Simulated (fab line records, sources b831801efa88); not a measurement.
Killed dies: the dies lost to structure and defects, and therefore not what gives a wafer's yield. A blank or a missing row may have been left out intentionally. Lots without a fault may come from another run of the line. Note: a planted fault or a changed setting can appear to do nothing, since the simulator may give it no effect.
Which tool is to blame? :: flow sky130 :: 6 lots with 18 wafers sampled at 2 steps, on a route of 708 steps

WHAT EACH GAUGE READ, for each wafer
SKY_CONTACT_THK_MEAS_01.
lot: L578
measured: day 31 08:04
on: film_metro-03
CONTACT_CVD_00_THK (nm): 73.0 74.4 75.2

lot: L580
measured: day 31 20:11
on: film_metro-01
CONTACT_CVD_00_THK (nm): 73.3 74.6 73.4

lot: L583
measured: day 32 11:52
on: film_metro-04
CONTACT_CVD_00_THK (nm): 72.8 74.3 71.8

lot: L593
measured: day 35 19:45
on: film_metro-03
CONTACT_CVD_00_THK (nm): 74.0 74.8 76.0

lot: L597
measured: day 36 12:10
on: film_metro-01
CONTACT_CVD_00_THK (nm): 74.1 74.4 77.3

lot: L600
measured: day 37 19:27
on: film_metro-03
CONTACT_CVD_00_THK (nm): 74.6 75.7 75.3

TOOL THAT RAN EACH LOT (tool first, then ch and the chambers of the sampled wafers, then the start)
lot: L578
SKY_LI_CONTACT_SPUTTER_19: pvd_sputter-02, day 30 02:58

lot: L580
SKY_LI_CONTACT_SPUTTER_19: pvd_sputter-04, day 30 14:34

lot: L583
SKY_LI_CONTACT_SPUTTER_19: pvd_sputter-04, day 31 06:52

lot: L593
SKY_LI_CONTACT_SPUTTER_19: pvd_sputter-02, day 34 19:29

lot: L597
SKY_LI_CONTACT_SPUTTER_19: pvd_sputter-01, day 35 09:31

lot: L600
SKY_LI_CONTACT_SPUTTER_19: pvd_sputter-01, day 36 15:20
- SKY_LI_CONTACT_SPUTTER_19: material Ti, target thk 20 nm, time 106.37 s.

THE ANSWER, worked out from the rows above alone
Rule: the usual values come from the lots themselves. The widest of any qualifying gaps counts: lots, ordered by their means at a reading, are off when they make up no more than a third of the lots, leave a main group of 4 or more, and stand apart from it by 3 or more times the standard deviation of that group's means. If all means in a main group match to the digits the tables above print for the reading, that group is not used. Also off: a lot with no number at a reading for which 4 or more lots have one. Any other lot the step has rows for is counted as sound.
None of the lots is off at any reading shown; this tells nothing.

WHAT WAS PUT IN BY THE SIMULATOR
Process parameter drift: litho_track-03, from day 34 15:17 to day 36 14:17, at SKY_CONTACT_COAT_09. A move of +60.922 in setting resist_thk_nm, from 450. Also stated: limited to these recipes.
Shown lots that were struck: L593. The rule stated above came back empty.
